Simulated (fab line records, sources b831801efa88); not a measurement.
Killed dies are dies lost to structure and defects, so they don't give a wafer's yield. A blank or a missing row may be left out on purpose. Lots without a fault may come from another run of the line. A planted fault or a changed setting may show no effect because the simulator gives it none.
fab line records | flow sky130
record lots=6 wafers=18 last_day=50
route steps=708 shown VIA3@593 METAL4@598 CAP2M@603 PAD_OPEN@708
lots that met no fault: from a run of the same line without faults
start_h: hours from the record's first day to the start of the lot's first wafer shown | wait_h: hours since the lot's step before | " the same as in the row above | L1.1+2: a row that stands for several wafers | - no value, or no start given | * or withheld: withheld | < > ~ a bound
route shown NAME@n: a module of which the file shows steps, and the number in the route of the first | usual: mean/standard deviation of fault-free wafers | same: alike in all rows | chamber/n: place in a boat | sites: the reading at each site | _std_site: their standard deviation | _edge_site: outer sites' mean less inner sites' | radius_mm: how far each site lies from the wafer's centre | mask NAME#n: copy n | behind: the tool/chamber that last shaped the wafer | hold: why the lot was held/for how many hours/how that ended | device: the transistor (n, p or np) that didn't switch | end of line: the same wafers' tests at the end of the route | a step without rows: its recipe alone | killed: dies lost to structure and defects at the first sort, not the wafer's yield | map: a wafer's dies, x killed, . not, _ none there
set.NAME: the setting as run; set.NAME@STEP: as run at that earlier step | model.NAME: the simulator's own value behind a step, which no gauge read
lots at some steps of the route; a table a step, a row a wafer
services: from which hour (start_h, from the record's first day; less than 0 if before it) a tool's chamber was out of use, for how many hours, and why
## steps
# step SKY_VIA3_SPUTTER_20
# recipe material=TiN target_thk_nm=20 chamber_pressure_pa=5 power_w=4000 time_s=80
# usual cathode_dc_power_W=4000.0/0.75 throttle_valve_pct=29.8/1.4
# same time_s=80
# columns lot.wafer tool chamber start_h wait_h cathode_dc_power_W throttle_valve_pct
L409.2 pvd_sputter-01 - 965.66 0.0 4000.2 29.1
L409.3 " - " " 4000.4 31.6
L409.6 " - " " 3999.5 29.6
L410.1 pvd_sputter-01 - 965.98 0.0 4000.2 29.2
L410.3 " - " " 4000.5 29.6
L410.4 " - " " 4000.8 29.3
L420.3 pvd_sputter-03 - 1036.62 0.0 4000.2 27.7
L420.4 " - " " 4000.1 29.3
L420.6 " - " " 4000.0 27.5
L422.1 pvd_sputter-01 - 1050.56 0.0 4000.1 31.3
L422.2 " - " " 3999.4 29.3
L422.3 " - " " 4000.2 30.1
L423.1 pvd_sputter-02 - 1052.30 0.0 3999.5 29.9
L423.3 " - " " 4000.5 31.3
L423.4 " - " " 4000.2 30.5
L428.1 pvd_sputter-03 - 1088.39 0.0 4000.4 27.6
L428.2 " - " " 4000.3 32.0
L428.5 " - " " 4001.2 27.6
# step SKY_VIA3_CVD_21
# recipe material=W target_thk_nm=390 time_s=117.31 temp_c=400 pressure_torr=40
# usual heater_power_w=869/20
# same time_s=117.31
# columns lot.wafer tool chamber start_h wait_h heater_power_w
L409.2 cvd_w-02 0 965.72 0.0 851
L409.3 " 0 " " 842
L409.6 " 0 " " 840
L410.1 cvd_w-01 0 966.04 0.0 899
L410.3 " 1 " " 882
L410.4 " 0 " " 886
L420.3 cvd_w-02 1 1036.72 0.1 878
L420.4 " 0 " " 839
L420.6 " 1 " " 891
L422.1 cvd_w-02 0 1050.62 0.0 847
L422.2 " 1 " " 888
L422.3 " 1 " " 891
L423.1 cvd_w-02 1 1052.36 0.0 889
L423.3 " 0 " " 861
L423.4 " 1 " " 867
L428.1 cvd_w-02 0 1088.45 0.0 854
L428.2 " 1 " " 902
L428.5 " 1 " " 877
# step SKY_VIA3_RS_MEAS_22
# recipe thk_meas_gauge=four-point-probe reads=W_of_VIA3_CVD_21+TiN_of_VIA3_SPUTTER_20
# usual VIA3_W_RS=0.294/0.0033
# columns lot.wafer tool chamber start_h wait_h VIA3_W_RS[ohm/sq]
L409.2 film_metro-01 - 965.86 0.1 0.301
L409.3 " - " " 0.298
L409.6 " - " " 0.298
L410.1 film_metro-04 - 966.16 0.1 0.288
L410.3 " - " " 0.293
L410.4 " - " " 0.290
L420.3 film_metro-03 - 1036.84 0.1 0.291
L420.4 " - " " 0.290
L420.6 " - " " 0.289
L422.1 film_metro-01 - 1050.74 0.1 0.291
L422.2 " - " " 0.295
L422.3 " - " " 0.292
L423.1 film_metro-03 - 1052.48 0.1 0.290
L423.3 " - " " 0.292
L423.4 " - " " 0.292
L428.1 film_metro-01 - 1088.57 0.1 0.294
L428.2 " - " " 0.290
L428.5 " - " " 0.295
# step SKY_VIA3_THK_MEAS_23
# recipe thk_meas_gauge=xrf reads=W_of_VIA3_CVD_21
# usual VIA3_W_THK=384/8
# columns lot.wafer tool chamber start_h wait_h VIA3_W_THK[nm]
L409.2 film_metro-01 - 965.97 0.1 368
L409.3 " - " " 374
L409.6 " - " " 372
L410.1 film_metro-04 - 966.28 0.1 394
L410.3 " - " " 389
L410.4 " - " " 389
L420.3 film_metro-03 - 1036.94 0.1 394
L420.4 " - " " 394
L420.6 " - " " 393
L422.1 film_metro-01 - 1050.86 0.1 379
L422.2 " - " " 374
L422.3 " - " " 377
L423.1 film_metro-03 - 1052.60 0.1 392
L423.3 " - " " 393
L423.4 " - " " 390
L428.1 film_metro-01 - 1088.69 0.1 377
L428.2 " - " " 383
L428.5 " - " " 377
# step SKY_VIA3_CMP_24
# recipe stop_on=SiO2 t_overpolish_s=20 down_force_psi=3.5 platen_rpm=60 target_thk_nm=0 pad_velocity_m_s=0.94248
# usual head_pressure_psi=3.500/0.007 motor_current_A=11.0/0.74 overpolish_run_s=20.001/0.0091 platen_rpm=60.00/0.04 time_to_endpoint_s=93.4/2.9
# columns lot.wafer tool chamber start_h wait_h head_pressure_psi motor_current_A overpolish_run_s platen_rpm time_to_endpoint_s
L409.2 cmp-01 1 966.12 0.1 3.503 11.6 19.995 59.99 85.7
L409.3 " 2 " " 3.497 11.1 19.991 60.07 87.3
L409.6 " 0 " " 3.496 11.6 19.996 59.96 91.4
L410.3 cmp-02 1 966.34 0.0 3.510 11.3 20.018 60.03 93.0
L410.1 " 3 " " 3.493 9.6 19.996 59.99 97.6
L410.4 " 0 " " 3.510 11.8 19.987 60.05 99.3
L420.4 cmp-01 1 1037.08 0.1 3.495 10.9 20.006 59.98 90.6
L420.3 " 2 " " 3.496 11.2 19.998 60.12 89.3
L420.6 " 0 " " 3.497 10.7 19.998 60.01 91.9
L422.3 cmp-02 0 1050.97 0.1 3.493 11.1 20.012 60.03 93.5
L422.1 " 1 " " 3.491 10.8 19.997 60.01 91.6
L422.2 " 2 " " 3.499 12.6 20.009 60.05 93.0
L423.4 cmp-01 0 1052.71 0.1 3.508 10.9 20.002 59.98 94.0
L423.1 " 1 " " 3.494 11.0 19.996 60.04 89.6
L423.3 " 2 " " 3.496 10.5 20.015 60.01 91.3
L428.1 cmp-02 1 1088.84 0.1 3.498 10.3 19.990 60.01 91.3
L428.2 " 2 " " 3.507 11.8 19.996 59.95 94.7
L428.5 " 0 " " 3.503 10.9 20.012 60.06 94.9
# step SKY_METAL4_SPUTTER_00
# recipe material=Ti target_thk_nm=15 power_w=3000 time_s=10 chamber_pressure_pa=0.4
# step SKY_METAL4_SPUTTER_01
# recipe material=TiN target_thk_nm=20 power_w=6500 time_s=16.7 chamber_pressure_pa=0.4
# usual cathode_dc_power_W=6500.0/1.2 throttle_valve_pct=30.0/1.6
# same time_s=16.7
# columns lot.wafer tool chamber start_h wait_h cathode_dc_power_W throttle_valve_pct
L409.2 pvd_sputter-03 - 966.35 0.0 6499.9 29.1
L409.3 " - " " 6500.3 27.5
L409.6 " - " " 6498.2 29.2
L410.1 pvd_sputter-04 - 966.67 0.0 6500.9 30.9
L410.3 " - " " 6499.1 31.2
L410.4 " - " " 6499.0 31.2
L420.3 pvd_sputter-01 - 1037.31 0.0 6500.2 29.5
L420.4 " - " " 6499.2 30.1
L420.6 " - " " 6497.6 29.3
L422.1 pvd_sputter-04 - 1051.25 0.0 6498.9 31.5
L422.2 " - " " 6500.8 28.0
L422.3 " - " " 6498.3 31.2
L423.1 pvd_sputter-04 - 1052.99 0.0 6501.2 31.4
L423.3 " - " " 6500.0 31.2
L423.4 " - " " 6498.3 30.6
L428.1 pvd_sputter-03 - 1089.12 0.0 6502.5 29.4
L428.2 " - " " 6498.8 27.5
L428.5 " - " " 6499.8 32.1
# step SKY_METAL4_SPUTTER_02
# recipe material=AlCu target_thk_nm=735 power_w=10600 time_s=39.1 chamber_pressure_pa=0.4
# step SKY_METAL4_SPUTTER_03
# recipe material=Ti target_thk_nm=5 power_w=3000 time_s=3.3 chamber_pressure_pa=0.4
# step SKY_METAL4_SPUTTER_04
# recipe material=TiN target_thk_nm=70 power_w=6500 time_s=58.3 chamber_pressure_pa=0.4
# step SKY_CAP2M_CVD_00
# recipe material=SiO2 target_thk_nm=15.5 temp_c=400 time_s=withheld rf_w=450
# step SKY_CAP2M_THK_MEAS_01
# recipe reads=SiO2_of_CAP2M_CVD_00
# usual CAP2M_CVD_00_THK=15.54/0.24
# columns lot.wafer tool chamber start_h wait_h CAP2M_CVD_00_THK[nm]
L409.2 film_metro-02 - 966.51 - 15.60
L409.3 " - " " 15.62
L409.6 " - " " 15.79
L410.1 film_metro-04 - 966.82 - 15.22
L410.3 " - " " 15.21
L410.4 " - " " 15.39
L420.3 film_metro-03 - 1037.48 - 15.32
L420.4 " - " " 15.50
L420.6 " - " " 15.22
L422.1 film_metro-04 - 1051.40 - 15.38
L422.2 " - " " 15.16
L422.3 " - " " 15.22
L423.1 film_metro-02 - 1053.14 - 15.63
L423.3 " - " " 15.49
L423.4 " - " " 15.89
L428.1 film_metro-04 - 1089.27 - 15.61
L428.2 " - " " 15.43
L428.5 " - " " 15.88
# step SKY_CAP2M_SPUTTER_02
# recipe material=TiN target_thk_nm=200 temp_c=300 power_w=6500 time_s=166.7 chamber_pressure_pa=0.4
# usual cathode_dc_power_W=6500.0/1.2 throttle_valve_pct=30.3/0.99
# same time_s=166.7
# columns lot.wafer tool chamber start_h wait_h cathode_dc_power_W throttle_valve_pct model.TiN_of_CAP2M_SPUTTER_02.thk_nm
L409.2 pvd_sputter-01 - 966.56 0.0 6501.8 29.6 199
L409.3 " - " " 6499.8 29.4 198.2
L409.6 " - " " 6500.0 29.7 199.2
L410.1 pvd_sputter-01 - 966.88 0.1 6499.4 29.5 197.3
L410.3 " - " " 6500.0 29.6 198.3
L410.4 " - " " 6499.0 31.5 196.3
L420.3 pvd_sputter-04 - 1037.52 0.0 6502.6 31.0 201.1
L420.4 " - " " 6498.2 30.9 201.1
L420.6 " - " " 6497.9 31.1 202.4
L422.1 pvd_sputter-01 - 1051.46 0.1 6502.0 30.3 200.2
L422.2 " - " " 6498.2 29.4 199.1
L422.3 " - " " 7086.9 29.5 218.5
L423.1 pvd_sputter-01 - 1053.20 0.1 6499.8 30.1 201.5
L423.3 " - " " 7088.2 29.5 217.6
L423.4 " - " " 6500.5 31.2 199.6
L428.1 pvd_sputter-02 - 1089.33 0.1 6502.1 30.0 201
L428.2 " - " " 6500.6 30.8 200.1
L428.5 " - " " 6500.0 30.5 200.2
# step SKY_CAP2M_RS_MEAS_03
# recipe thk_meas_gauge=four-point-probe reads=TiN_of_CAP2M_SPUTTER_02
# usual CAP2M_TIN_RS=6.93/0.067
# columns lot.wafer tool chamber start_h wait_h CAP2M_TIN_RS[ohm/sq]
L409.2 film_metro-03 - 966.69 0.1 6.95
L409.3 " - " " 6.98
L409.6 " - " " 6.95
L410.1 film_metro-02 - 966.99 0.1 7.02
L410.3 " - " " 6.98
L410.4 " - " " 7.06
L420.3 film_metro-03 - 1037.67 0.1 6.88
L420.4 " - " " 6.88
L420.6 " - " " 6.82
L422.1 film_metro-02 - 1051.57 0.1 6.90
L422.2 " - " " 6.95
L422.3 " - " " 6.31
L423.1 film_metro-03 - 1053.31 0.1 6.85
L423.3 " - " " 6.33
L423.4 " - " " 6.94
L428.1 film_metro-02 - 1089.44 0.1 6.87
L428.2 " - " " 6.92
L428.5 " - " " 6.91
# step SKY_CAP2M_THK_MEAS_04
# recipe thk_meas_gauge=xrf reads=TiN_of_CAP2M_SPUTTER_02
# usual CAP2M_TIN_THK=199.0/2.3
# columns lot.wafer tool chamber start_h wait_h CAP2M_TIN_THK[nm]
L409.2 film_metro-03 - 966.80 0.1 198.3
L409.3 " - " " 197.5
L409.6 " - " " 197.8
L410.1 film_metro-02 - 967.11 0.1 197.7
L410.3 " - " " 197.8
L410.4 " - " " 196.6
L420.3 film_metro-03 - 1037.77 0.1 200.3
L420.4 " - " " 200.1
L420.6 " - " " 201.1
L422.1 film_metro-02 - 1051.69 0.1 201.0
L422.2 " - " " 200.0
L422.3 " - " " 219.3
L423.1 film_metro-03 - 1053.43 0.1 200.3
L423.3 " - " " 216.6
L423.4 " - " " 198.3
L428.1 film_metro-02 - 1089.56 0.1 201.1
L428.2 " - " " 201.2
L428.5 " - " " 201.3
# step SKY_CAP2M_DEHYDRATE_05
# recipe temp_c=200 time_s=60
# step SKY_CAP2M_HMDS_06
# recipe prime_time_s=60 prime_temp_c=120
# step SKY_CAP2M_COAT_07
# recipe resist=NOVOLAK spin_rpm=3000 resist_thk_nm=1140
# step SKY_CAP2M_SOFTBAKE_08
# recipe temp_c=90 time_s=60 resist=NOVOLAK
# step SKY_CAP2M_EXPOSE_09
# recipe mask_id=CAP2M na=0.6 source_shape=conventional sigma_outer=0.6 polarization=unpolarized target_cd_nm=1000 dose_mj=159
# step SKY_CAP2M_PEB_10
# recipe temp_c=withheld time_s=* resist=NOVOLAK
# step SKY_CAP2M_DEVELOP_11
# recipe resist=NOVOLAK developer=TMAH develop_time_s=60 dev_temp_c=23
# step SKY_CAP2M_OVL_MEAS_12
# usual CAP2M_OVL=0.9/1.4
# columns lot.wafer tool chamber start_h wait_h CAP2M_OVL[nm]
L409.2 overlay-01 - 990.10 0.1 -0.2
L409.3 " - " " -2.1
L409.6 " - " " -0.9
L410.1 overlay-02 - 990.74 0.1 -1.9
L410.3 " - " " -0.6
L410.4 " - " " -1.3
L420.3 overlay-02 - 1059.93 0.1 -0.4
L420.4 " - " " -0.5
L420.6 " - " " -0.4
L422.1 overlay-02 - 1072.92 0.1 1.7
L422.2 " - " " 1.0
L422.3 " - " " 1.4
L423.1 overlay-02 - 1075.23 0.1 3.2
L423.3 " - " " 1.5
L423.4 " - " " 2.9
L428.1 overlay-02 - 1110.03 0.1 2.3
L428.2 " - " " 2.2
L428.5 " - " " 1.5
# step SKY_CAP2M_METAL_ETCH_13
# recipe target_depth_nm=220 stop_on=SiO2 chemistry=Cl2/BCl3 target=TiN pressure_mtorr=10 icp_w=900 bias_w=48.5 Cl2_flow_sccm=60 bcl3_flow_sccm=30 time_s=62.9
# usual drypump_motor_current_A=6.0/0.59 oes_product_au=0.939/0.0072 throttle_valve_pct=21.902/0.01
# same time_s=62.9
# columns lot.wafer tool chamber start_h wait_h drypump_motor_current_A oes_product_au rf_hours_counter_h throttle_valve_pct
L409.2 rie_metal-04 1 990.13 0.0 5.7 0.935 17 21.911
L409.3 " 0 " " 6.4 0.933 - 21.901
L409.6 " 0 " " 6.5 0.929 - 21.923
L410.1 rie_metal-04 1 990.78 0.0 5.7 0.941 17 21.910
L410.3 " 1 " " 5.7 0.939 - 21.892
L410.4 " 0 " " 6.5 0.928 - 21.913
L420.3 rie_metal-03 0 1059.98 0.0 5.1 0.943 - 21.912
L420.4 " 1 " " 6.7 0.948 - 21.897
L420.6 " 0 " " 5.1 0.951 - 21.893
L422.1 rie_metal-04 0 1072.96 0.0 6.4 0.942 17 21.911
L422.2 " 1 " " 5.7 0.936 22 21.896
L422.3 " 0 " " 6.4 0.990 - 21.871
L423.1 rie_metal-01 0 1075.26 0.0 6.4 0.939 19 21.900
L423.3 " 1 " " 5.4 0.980 - 21.870
L423.4 " 0 " " 6.4 0.944 - 21.924
L428.1 rie_metal-03 1 1110.07 0.0 6.7 0.941 24 21.890
L428.2 " 0 " " 5.1 0.945 8 21.897
L428.5 " 1 " " 6.7 0.944 - 21.897
# step SKY_CAP2M_STRIP_14
# recipe chemistry=O2/N2 power_w=1400 pressure_mtorr=1500 platen_temp_c=withheld o2_flow_sccm=3000 n2_flow_sccm=300 overash_fraction=0.5
# step SKY_CAP2M_STRIP_15
# recipe chemistry=post_etch_residue_remover time_s=1200 temp_c=72.5
# step SKY_CAP2M_CLEAN_16
# recipe chemistry=IPA time_s=180 temp_c=25
# step SKY_CAP2M_CLEAN_17
# recipe chemistry=O3/DIW dry=n2_spin
# step SKY_METAL4_DEHYDRATE_05
# recipe temp_c=200 time_s=60
# step SKY_METAL4_HMDS_06
# recipe prime_time_s=60 prime_temp_c=120
# step SKY_METAL4_COAT_07
# recipe resist=BARC temp_c=withheld time_s=withheld spin_rpm=3000 resist_thk_nm=60
# step SKY_METAL4_COAT_08
# recipe resist=KrF-thick spin_rpm=3000 resist_thk_nm=1140
# step SKY_METAL4_SOFTBAKE_09
# recipe temp_c=100 time_s=90 resist=KrF-thick
# step SKY_METAL4_EXPOSE_10
# recipe mask_id=MM4 na=0.68 source_shape=annular sigma_inner=0.4 sigma_outer=0.8 target_cd_nm=300 dose_mj=28
# step SKY_METAL4_PEB_11
# recipe peb_temp_c=withheld peb_time_s=withheld resist=KrF-thick
# step SKY_METAL4_DEVELOP_12
# recipe develop_time_s=60 resist=KrF-thick dev_temp_c=21
# step SKY_METAL4_CD_MEAS_13
# recipe target_cd_nm=300
# usual cd_nm=300.2/1.5
# columns lot.wafer tool chamber start_h wait_h cd_nm
L409.2 cd_sem-02 - 1013.89 - 300.9
L409.3 " - " " 302.4
L409.6 " - " " 301.7
L410.1 cd_sem-01 - 1014.73 - 302.4
L410.3 " - " " 300.9
L410.4 " - " " 304.0
L420.3 cd_sem-02 - 1081.72 - 298.8
L420.4 " - " " 297.1
L420.6 " - " " 298.5
L422.1 cd_sem-01 - 1095.28 - 302.3
L422.2 " - " " 302.6
L422.3 " - " " 301.4
L423.1 cd_sem-02 - 1097.12 - 299.3
L423.3 " - " " 298.7
L423.4 " - " " 299.1
L428.1 cd_sem-02 - 1129.93 - 301.9
L428.2 " - " " 300.1
L428.5 " - " " 300.9
# step SKY_METAL4_OVL_MEAS_14
# usual METAL4_OVL=-2/5.4
# columns lot.wafer tool chamber start_h wait_h METAL4_OVL[nm]
L409.2 overlay-02 - 1014.00 0.1 -7
L409.3 " - " " -3
L409.6 " - " " -5
L410.1 overlay-02 - 1014.85 0.1 -7
L410.3 " - " " -3
L410.4 " - " " 3
L420.3 overlay-01 - 1081.81 0.1 4
L420.4 " - " " -4
L420.6 " - " " 6
L422.1 overlay-01 - 1095.40 0.1 1
L422.2 " - " " -3
L422.3 " - " " -1
L423.1 overlay-01 - 1097.24 0.1 -3
L423.3 " - " " -1
L423.4 " - " " -4
L428.1 overlay-01 - 1130.05 0.1 -8
L428.2 " - " " -9
L428.5 " - " " -6
# step SKY_METAL4_DESCUM_15
# recipe chemistry=O2 source_power_w=150 bias_power_w=0 pressure_mtorr=10 temp_c=40 time_s=8
# step SKY_METAL4_ETCH_16
# recipe chemistry=N2/H2 target=BARC ion_energy_ev=200 bias_w=100 pressure_mtorr=30 n2_flow_sccm=100 h2_flow_sccm=200 icp_w=500 stop_on=SiO2 time_s=88.2 target_depth_a=600
# step SKY_METAL4_ETCH_17
# recipe target=SiO2 stop_on=TiN chemistry=C4F8/O2/Ar source_w=1500 bias_w=1200 pressure_mtorr=40 c4f8_flow_sccm=withheld O2_flow_sccm=6 Ar_flow_sccm=300 time_s=3.9 target_depth_a=150
# step SKY_METAL4_METAL_ETCH_18
# recipe target_depth_a=8450 stop_on=SiO2 over_etch_frac=0.3 time_s=183.1 chemistry=Cl2/BCl3 resist_sidewall_deg=88 pressure_mtorr=10 icp_w=865.3 bias_w=48.5 Cl2_flow_sccm=60 bcl3_flow_sccm=30
# usual drypump_motor_current_A=5.9/0.41 oes_product_au=0.868/0.0057 throttle_valve_pct=22.264/0.0097
# same time_s=183.1
# columns lot.wafer tool chamber start_h wait_h drypump_motor_current_A oes_product_au rf_hours_counter_h throttle_valve_pct
L409.2 rie_metal-01 0 1014.18 0.0 6.4 0.869 16 22.268
L409.3 " 1 " " 5.4 0.868 - 22.271
L409.6 " 1 " " 5.4 0.875 - 22.246
L410.1 rie_metal-02 1 1015.03 0.0 5.6 0.869 10 22.254
L410.3 " 0 " " 6.2 0.860 - 22.252
L410.4 " 1 " " 5.6 0.871 - 22.280
L420.3 rie_metal-02 1 1082.04 0.1 5.6 0.867 - 22.268
L420.4 " 0 " " 6.2 0.865 - 22.265
L420.6 " 0 " " 6.2 0.861 - 22.259
L422.1 rie_metal-02 1 1095.58 0.0 5.6 0.862 16 22.259
L422.2 " 0 " " 6.2 0.874 18 22.256
L422.3 " 1 " " 5.7 0.863 - 22.280
L423.1 rie_metal-01 0 1097.42 0.0 6.4 0.867 21 22.252
L423.3 " 0 " " 6.4 0.875 - 22.253
L423.4 " 1 " " 5.4 0.872 - 22.251
L428.1 rie_metal-02 0 1130.23 0.0 6.2 0.873 21 22.252
L428.2 " 1 " " 5.6 0.857 19 22.286
L428.5 " 0 " " 6.3 0.865 - 22.247
# step SKY_METAL4_STRIP_20
# recipe chemistry=post_etch_residue_remover time_s=1200 temp_c=72.5
# same time_s=1200
# columns lot.wafer tool chamber start_h wait_h model.TiN_of_CAP2M_SPUTTER_02.thk_nm
L409.2 wet_bench-04 1 1014.45 0.1 198.2
L409.3 " 1 " " 197.4
L409.6 " 1 " " 198.4
L410.1 wet_bench-04 0 1015.31 0.1 196.5
L410.3 " 0 " " 197.4
L410.4 " 0 " " 195.4
L420.3 wet_bench-04 1 1082.26 0.0 200.2
L420.4 " 1 " " 200.3
L420.6 " 1 " " 201.6
L422.1 wet_bench-04 3 1095.86 0.1 199.4
L422.2 " 3 " " 198.3
L422.3 " 3 " " 217.7
L423.1 wet_bench-03 0 1097.70 0.1 200.7
L423.3 " 0 " " 216.8
L423.4 " 0 " " 198.8
L428.1 wet_bench-03 0 1130.51 0.1 200.2
L428.2 " 0 " " 199.3
L428.5 " 0 " " 199.4
# step SKY_PAD_OPEN_PROBE_99
# columns lot.wafer tool chamber start_h wait_h model.etest.cap_mim2.leak_log10_a_cm2 model.etest.cap_mim2.plate_ohm_sq
L409.2 prober-01 - 1108.70 0.1 -8.956 6.027
L409.3 prober-01 - 1108.75 0.2 -8.866 6.048
L409.6 prober-01 - 1108.90 0.2 -9.079 6.033
L410.1 prober-02 - 1109.34 0.1 -8.873 6.059
L410.3 prober-02 - 1109.44 0.2 -8.722 6.044
L410.4 prober-02 - 1109.49 0.2 -8.856 6.193
L420.3 prober-02 - 1166.37 0.2 -8.9 5.99
L420.4 prober-02 - 1166.42 0.2 -8.896 5.943
L420.6 prober-02 - 1166.52 0.2 -9.003 5.913
L422.1 prober-02 - 1178.40 0.1 -8.904 6.003
L422.2 prober-02 - 1178.45 0.1 -8.807 5.988
L422.3 prober-02 - 1178.50 0.2 -8.27 5.504
L423.1 prober-01 - 1179.90 0.1 -9.033 6.046
L423.3 prober-01 - 1180.00 0.2 -6.126 5.481
L423.4 prober-01 - 1180.05 0.2 -8.882 5.987
L428.1 prober-02 - 1205.75 0.1 -9.002 5.959
L428.2 prober-02 - 1205.80 0.1 -8.791 6.018
L428.5 prober-02 - 1205.95 0.2 -8.932 6.025
# killed by level:class
L409.2 CONTACT:geometric_particle:open=9 VIA1:geometric_particle:short=9 VIA1:geometric_particle:open=8 LI_CONTACT:geometric_particle:open=5 CONTACT:geometric_particle:short=5 VIA2:geometric_particle:open=5 METAL1:geometric_particle:short=5 VIA2:geometric_particle:short=4
L409.3 VIA1:geometric_particle:open=10 CONTACT:geometric_particle:open=8 LI_CONTACT:geometric_particle:open=6 METAL1:geometric_particle:short=6 VIA1:geometric_particle:short=6 VIA3:geometric_particle:open=5 CONTACT:geometric_particle:short=5 METAL2:geometric_particle:short=5
L409.6 VIA1:geometric_particle:open=12 METAL1:geometric_particle:short=8 VIA3:geometric_particle:open=6 VIA2:geometric_particle:open=5 LI_CONTACT:geometric_particle:open=5 CONTACT:geometric_particle:open=5 CONTACT:geometric_particle:short=4 VIA1:geometric_particle:short=4
L410.1 LI_CONTACT:geometric_particle:open=7 VIA1:geometric_particle:open=7 CONTACT:geometric_particle:open=6 VIA3:geometric_particle:open=6 METAL4:geometric_particle:short=6 VIA2:geometric_particle:open=5 LI_CONTACT:geometric_particle:short=4 METAL2:geometric_particle:short=4
L410.3 LI_CONTACT:geometric_particle:open=11 METAL1:geometric_particle:short=8 CONTACT:geometric_particle:open=7 LOCAL_INTERCONNECT:geometric_particle:short=6 METAL2:geometric_particle:short=6 VIA3:geometric_particle:short=5 METAL4:geometric_particle:short=5 CONTACT:geometric_particle:short=4
L410.4 LI_CONTACT:geometric_particle:open=14 VIA2:geometric_particle:open=12 CONTACT:geometric_particle:open=8 VIA1:geometric_particle:open=8 METAL1:geometric_particle:short=7 LOCAL_INTERCONNECT:geometric_particle:short=6 VIA3:geometric_particle:short=6 METAL2:geometric_particle:short=5
L420.3 CONTACT:geometric_particle:open=13 METAL1:geometric_particle:short=10 VIA1:geometric_particle:open=6 POLY_GATE:geometric_particle:short=5 METAL1:geometric_particle:open=4 VIA2:geometric_particle:open=4 VIA3:geometric_particle:open=4 FIELD_ISO:geometric_particle:open=3
L420.4 VIA3:geometric_particle:open=14 CONTACT:geometric_particle:open=12 VIA2:geometric_particle:open=12 VIA1:geometric_particle:open=10 POLY_GATE:geometric_particle:open=6 LI_CONTACT:geometric_particle:open=6 VIA1:geometric_particle:short=5 POLY_GATE:geometric_particle:short=4
L420.6 CONTACT:geometric_particle:open=12 FIELD_ISO:geometric_particle:open=8 VIA1:geometric_particle:short=8 VIA1:geometric_particle:open=8 LI_CONTACT:geometric_particle:open=6 POLY_GATE:geometric_particle:short=5 METAL2:geometric_particle:short=5 LOCAL_INTERCONNECT:geometric_particle:short=4
L422.1 CONTACT:geometric_particle:open=12 CONTACT:geometric_particle:short=10 VIA3:geometric_particle:open=8 FIELD_ISO:geometric_particle:open=6 VIA1:geometric_particle:open=6 VIA2:geometric_particle:short=5 FIELD_ISO:geometric_particle:short=4 METAL1:geometric_particle:open=4
L422.2 CONTACT:geometric_particle:open=13 METAL2:geometric_particle:short=7 VIA1:geometric_particle:short=6 VIA2:geometric_particle:short=6 VIA1:geometric_particle:open=6 FIELD_ISO:geometric_particle:short=5 VIA3:geometric_particle:open=5 METAL1:geometric_particle:short=4
L422.3 CONTACT:geometric_particle:open=13 CONTACT:geometric_particle:short=11 VIA1:geometric_particle:open=10 LOCAL_INTERCONNECT:geometric_particle:short=7 VIA1:geometric_particle:short=7 METAL2:geometric_particle:short=7 POLY_GATE:geometric_particle:open=6 VIA2:geometric_particle:open=6
L428.1 CONTACT:geometric_particle:open=9 VIA2:geometric_particle:open=8 METAL1:geometric_particle:short=8 VIA1:geometric_particle:open=8 CONTACT:geometric_particle:short=6 VIA3:geometric_particle:open=5 POLY_GATE:geometric_particle:open=3 LI_CONTACT:geometric_particle:open=3
L428.2 METAL1:geometric_particle:short=14 CONTACT:geometric_particle:open=12 METAL2:geometric_particle:short=7 VIA1:geometric_particle:open=7 LI_CONTACT:geometric_particle:short=5 CONTACT:geometric_particle:short=5 FIELD_ISO:geometric_particle:short=4 FIELD_ISO:geometric_particle:open=4
L428.5 CONTACT:geometric_particle:open=19 VIA1:geometric_particle:open=8 VIA1:geometric_particle:short=7 POLY_GATE:geometric_particle:short=6 FIELD_ISO:geometric_particle:short=5 LI_CONTACT:geometric_particle:short=5 LI_CONTACT:geometric_particle:open=5 LOCAL_INTERCONNECT:geometric_particle:short=5
## services
# columns tool chamber start_h hours kind
rie_metal-03 - 947.14 0.7 repair
pvd_sputter-01 0 958.21 - consumable_replace:kit
pvd_sputter-01 0 958.21 18.0 scheduled_down
pvd_sputter-01 0 958.21 18.0 vent_cycle
rie_metal-04 - 960.24 2.8 pm
cvd_w-02 0 984.26 32.9 repair
rie_metal-01 0 994.28 6.7 repair
cmp-01 - 997.22 1.6 repair
cmp-02 - 998.89 6.8 pm
cmp-01 - 1013.63 4.2 pm
cmp-01 - 1020.90 1.5 repair
pvd_sputter-03 - 1025.08 1.1 repair
cvd_w-01 0 1026.69 7.2 repair
cmp-01 - 1068.94 1.6 repair
pvd_sputter-01 3 1083.39 - consumable_replace:kit
cmp-02 - 1084.00 4.0 pm
cmp-02 - 1085.06 1.2 repair
cvd_w-01 0 1087.71 4.6 repair
cvd_w-01 1 1095.64 14.7 repair
cvd_w-01 - 1097.16 2.8 pm
pvd_sputter-03 - 1108.24 7.5 repair
pvd_sputter-01 - 1111.41 2.5 repair
pvd_sputter-01 - 1111.76 4.6 repair
rie_metal-03 - 1129.22 2.8 pm
## key
first_sign step=SKY_CAP2M_SPUTTER_02 reading=cathode_dc_power_W direction=up sigmas=99+ usual=6500.0 struck=7087.6
effect step=SKY_CAP2M_RS_MEAS_03 reading=CAP2M_TIN_RS direction=down sigmas=9.1 usual=6.93 struck=6.32
effect step=SKY_CAP2M_THK_MEAS_04 reading=CAP2M_TIN_THK direction=up sigmas=8.2 usual=199.0 struck=218.0
effect step=SKY_CAP2M_METAL_ETCH_13 reading=oes_product_au direction=up sigmas=6.4 usual=0.939 struck=0.985
model_effect step=SKY_CAP2M_SPUTTER_02 value=TiN_of_CAP2M_SPUTTER_02.thk_nm without=200 struck=218.1
model_effect step=SKY_METAL4_STRIP_20 value=TiN_of_CAP2M_SPUTTER_02.thk_nm without=199.1 struck=217.2
model_effect step=SKY_PAD_OPEN_PROBE_99 value=etest.cap_mim2.leak_log10_a_cm2 without=-8.884 struck=-7.198
met_at SKY_CAP2M_SPUTTER_02
struck_wafers L422.3,L423.3
sort_left_out L423.3
onset_between 966.88 1051.46
fault kind=process_parameter_drift tool=pvd_sputter-01 chamber=- onset_h=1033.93 steps=SKY_CAP2M_SPUTTER_02 channel=power_w offset=* shape=step end_h=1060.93 acts_in=* stated=* scope=struck_wafers_only
# sort_left_out: the simulated sort isn't trusted on such a fault, so these wafers' sort isn't shown, and their yield isn't known
